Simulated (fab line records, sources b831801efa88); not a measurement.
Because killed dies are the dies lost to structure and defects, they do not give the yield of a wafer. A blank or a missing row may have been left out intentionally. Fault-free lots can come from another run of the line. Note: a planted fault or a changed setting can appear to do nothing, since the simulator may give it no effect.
Which tool is to blame? ; flow sky130 ; 6 lots with 18 wafers sampled at 2 steps, on a route of 708 steps

== WHAT THE GAUGES SHOWED, per wafer ==
SKY_METAL2_OVL_MEAS_16.
lot;measured;on;METAL2_OVL (nm)
L986;day 35 16:37;overlay-02;5 -4 2
L988;day 36 07:49;overlay-02;-2 2 1
L990;day 36 23:57;overlay-02;-7 -2 5
L992;day 37 07:04;overlay-01;0 2 8
L999;day 39 18:48;overlay-02;8 0 5
L107;day 41 21:48;overlay-01;-5 -9 0

== WHICH TOOL RAN EACH LOT (tool, then ch and the chambers of the sampled wafers, then the start) ==
lot;SKY_FIELD_ISO_STRIP_16
L986;plasma_asher-03 ch 0,1, day 2 19:15
L988;plasma_asher-03 ch 0,1, day 3 03:55
L990;plasma_asher-04 ch 0,1, day 3 14:53
L992;plasma_asher-03 ch 0,1, day 3 20:56
L999;plasma_asher-03 ch 0,1, day 5 11:25
L107;plasma_asher-04 ch 1, day 7 06:35
- SKY_FIELD_ISO_STRIP_16: strips in O2/N2.

== THE ANSWER, worked out from the rows above alone ==
Rule: the lots themselves supply what counts as usual. Put in order of their means at a reading, lots are off if they are a third of the lots or fewer, leave a main group of 4 or more, and stand apart from it by a gap of 3 or more times the standard deviation of the main group's means; of several such gaps the widest counts. Not used: any main group whose means are identical at the precision the tables above print for the reading. A lot without any number at a reading at which 4 lots or more have one is off too. Any other lot the step has rows for is counted as sound.
No lot is off at any reading shown: from this, nothing can be told.

== WHAT THE SIMULATOR HAD INSERTED ==
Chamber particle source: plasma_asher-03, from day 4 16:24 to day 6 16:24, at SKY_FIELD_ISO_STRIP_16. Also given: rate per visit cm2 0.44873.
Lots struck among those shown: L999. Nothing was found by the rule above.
